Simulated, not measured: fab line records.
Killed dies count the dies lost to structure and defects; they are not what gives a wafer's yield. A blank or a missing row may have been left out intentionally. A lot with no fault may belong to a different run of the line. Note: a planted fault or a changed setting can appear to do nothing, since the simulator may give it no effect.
The tool behind it: which one? -- flow gf180mcu -- Sampling: 8 lots, 24 wafers, 6 of 602 route steps

== WHAT THE GAUGES SHOWED, per wafer ==
GF_HV_LDD_CD_MEAS_46: the cd target is 400 nm.
lot,measured,on,cd nm (nm)
L265,day 12 12:53,cd sem-02,390.5 393.5 391.7
L266,day 12 16:36,cd sem-01,398.7 398.2 396.9
L267,day 12 23:57,cd sem-02,400.4 400.2 398.7
L268,day 13 09:16,cd sem-02,397.7 397.7 397.2
L269,day 13 17:49,cd sem-02,400.4 396.3 398.7
L270,day 14 01:44,cd sem-02,396.8 396.6 397.7
L271,day 14 06:28,cd sem-02,395.0 396.7 395.4
L272,day 14 14:59,cd sem-01,397.7 395.7 395.4

GF_HV_LDD_THK_MEAS_55.
lot,measured,on,HV_LDD_CVD_54_THK (nm)
L265,day 12 14:37,film metro-02,10.04 10.03 10.11
L266,day 12 18:19,film metro-01,10.04 10.09 10.03
L267,day 13 01:40,film metro-02,10.02 10.09 10.32
L268,day 13 12:55,film metro-03,10.00 10.10 10.03
L269,day 13 19:31,film metro-01,9.91 9.94 9.92
L270,day 14 03:28,film metro-03,10.06 9.94 10.13
L271,day 14 08:11,film metro-02,10.11 10.07 10.13
L272,day 14 16:43,film metro-03,10.19 10.21 10.27

GF_PSD_CD_MEAS_07: the cd target is 400 nm.
lot,measured,on,cd nm (nm)
L265,day 14 08:19,cd sem-02,398.8 398.4 397.9
L266,day 14 12:56,cd sem-02,402.4 401.5 403.2
L267,day 14 19:47,cd sem-02,401.7 401.1 400.2
L268,day 15 08:37,cd sem-01,402.4 400.3 401.6
L269,day 15 14:07,cd sem-02,400.0 400.7 400.8
L270,day 15 22:52,cd sem-01,399.5 399.9 399.8
L271,day 16 04:56,cd sem-02,405.2 404.7 405.5
L272,day 16 13:51,cd sem-01,398.2 400.3 399.6

GF_PSD_TW_MEAS_11.
lot,measured,on,PSD_TW
L265,day 14 08:44,film metro-03,3155 3154 3150
L266,day 14 13:21,film metro-04,3255 3231 3229
L267,day 14 20:12,film metro-03,3164 3148 3162
L268,day 15 09:02,film metro-04,3230 3203 3218
L269,day 15 14:31,film metro-04,3708 3699 3709
L270,day 15 23:17,film metro-02,3705 3703 3707
L271,day 16 05:20,film metro-04,3718 3717 3686
L272,day 16 14:16,film metro-03,3665 3637 3658

GF_PSD_RS_MEAS_15: uses a four-point probe to measure.
lot,measured,on,PSD_RS (ohm/sq)
L265,day 14 09:03,film metro-03,108.69 108.30 108.28
L266,day 14 13:40,film metro-03,108.71 108.76 108.63
L267,day 14 20:31,film metro-04,108.69 108.46 108.58
L268,day 15 09:20,film metro-04,108.52 108.53 108.48
L269,day 15 14:50,film metro-03,52.20 52.29 52.20
L270,day 15 23:35,film metro-03,52.25 52.01 52.04
L271,day 16 05:40,film metro-03,52.17 52.10 52.09
L272,day 16 14:35,film metro-02,52.43 52.31 52.34

== TOOL THAT RAN EACH LOT (tool first, then ch and the chambers of the sampled wafers, then the start) ==
lot,GF_PSD_IMPLANT_09
L265,"implanter-04 ch 0, day 14 08:29"
L266,"implanter-02 ch 0, day 14 13:06"
L267,"implanter-04 ch 0, day 14 19:57"
L268,"implanter-02 ch 0, day 15 08:47"
L269,"implanter-04 ch 0, day 15 14:16"
L270,"implanter-04 ch 0, day 15 23:02"
L271,"implanter-04 ch 0, day 16 05:06"
L272,"implanter-02 ch 0, day 16 14:01"
- GF_PSD_IMPLANT_09

== AS READ BY THE TOOLS THEMSELVES (means over the sampled wafers that have a number; for cases with no such wafer, the mark the record gives instead) ==
GF_PSD_IMPLANT_09.
lot,tool,faraday current uA
L265,implanter-04,8153
L266,implanter-02,8173
L267,implanter-04,8364
L268,implanter-02,8248
L269,implanter-04,8171
L270,implanter-04,8274
L271,implanter-04,8395
L272,implanter-02,8093

== THE ANSWER, worked out from the rows above alone ==
Rule: the usual values come from the lots themselves. Put in order of their means at a reading, lots are off if they are a third of the lots or fewer, leave a main group of 4 or more, and stand apart from it by a gap of 3 or more times the standard deviation of the main group's means; of several such gaps the widest counts. If all means in a main group match to the digits the tables above print for the reading, that group is not used. Also off: a lot with no number at a reading for which 4 or more lots have one. Where the step has rows for the other lots, those lots are counted as sound. Order of review: gauges by route order, followed by the tools' own readings, for which a lot's mean as printed above is used. At the first step where some lot is off, the reading lying furthest off is the one used; lots without a number count as furthest.
No lot is off on any of the readings shown, so nothing can be concluded from this.

== WHAT THE SIMULATOR PUT IN ==
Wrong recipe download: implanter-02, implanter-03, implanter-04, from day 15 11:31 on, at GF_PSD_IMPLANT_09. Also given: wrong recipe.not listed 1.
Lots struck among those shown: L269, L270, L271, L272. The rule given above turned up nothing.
